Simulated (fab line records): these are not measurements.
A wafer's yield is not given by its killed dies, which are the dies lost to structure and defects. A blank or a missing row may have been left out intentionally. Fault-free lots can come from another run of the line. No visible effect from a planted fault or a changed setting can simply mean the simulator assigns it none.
2 desks, one fault / flow gf180mcu / numbers are kept per desk, each desk with only its own; the story behind them comes last

== FROM THE METROLOGY DESK ==
What the gauges read for every lot (on any tool): the sampled wafers with a number, averaged. The brackets show how far a lot's mean lies from the usual mean; more than 4 standard deviations puts the lot out of limits, marked OUT.
Columns: A = SAB_OVL at GF_SAB_OVL_MEAS_10, usual 0.6 nm
lot=L451; first seen here=day 15 04:56; A=-1.2
lot=L452; first seen here=day 15 15:11; A=0.7
lot=L453; first seen here=day 16 00:10; A=-0.2
lot=L454; first seen here=day 16 04:58; A=2.1
lot=L456; first seen here=day 16 20:55; A=-0.8
lot=L458; first seen here=day 17 11:07; A=1.0
lot=L459; first seen here=day 18 00:11; A=1.2
lot=L460; first seen here=day 18 06:52; A=3.0
lot=L461; first seen here=day 18 17:55; A=0.1
lot=L470; first seen here=day 22 01:35; A=0.7
lot=L471; first seen here=day 22 08:16; A=0.1
lot=L472; first seen here=day 22 18:41; A=0.8
lot=L473; first seen here=day 22 20:31; A=0.6
lot=L474; first seen here=day 23 06:28; A=2.1
This desk's verdict: no lot among the 14 shows anything out of limits.

== AT THE TOOL OWNER'S DESK: litho-track-01 ==
The tool's own readings at GF_PSD_DEVELOP_06 (develop time 60 s): means of the sampled wafers that have a number, for each lot that ran on this tool. The brackets show how far a lot's mean lies from the usual mean; more than 4 standard deviations puts the lot out of limits, marked OUT.
Columns: A = chill-plate-temp-C at GF_PSD_DEVELOP_06, usual 22.97 C
lot=L456; first seen here=day 15 21:41; A=22.87
lot=L460; first seen here=day 17 07:53; A=23.00
lot=L471; first seen here=day 21 08:35; A=22.92
This desk's verdict: no lot among the 3 shows anything out of limits.

== TAKEN TOGETHER ==
At the metrology desk, nothing out of limits was observed.
Nothing out of limits was seen by the tool owner's desk.

== WHAT THE SIMULATOR HAD PUT IN ==
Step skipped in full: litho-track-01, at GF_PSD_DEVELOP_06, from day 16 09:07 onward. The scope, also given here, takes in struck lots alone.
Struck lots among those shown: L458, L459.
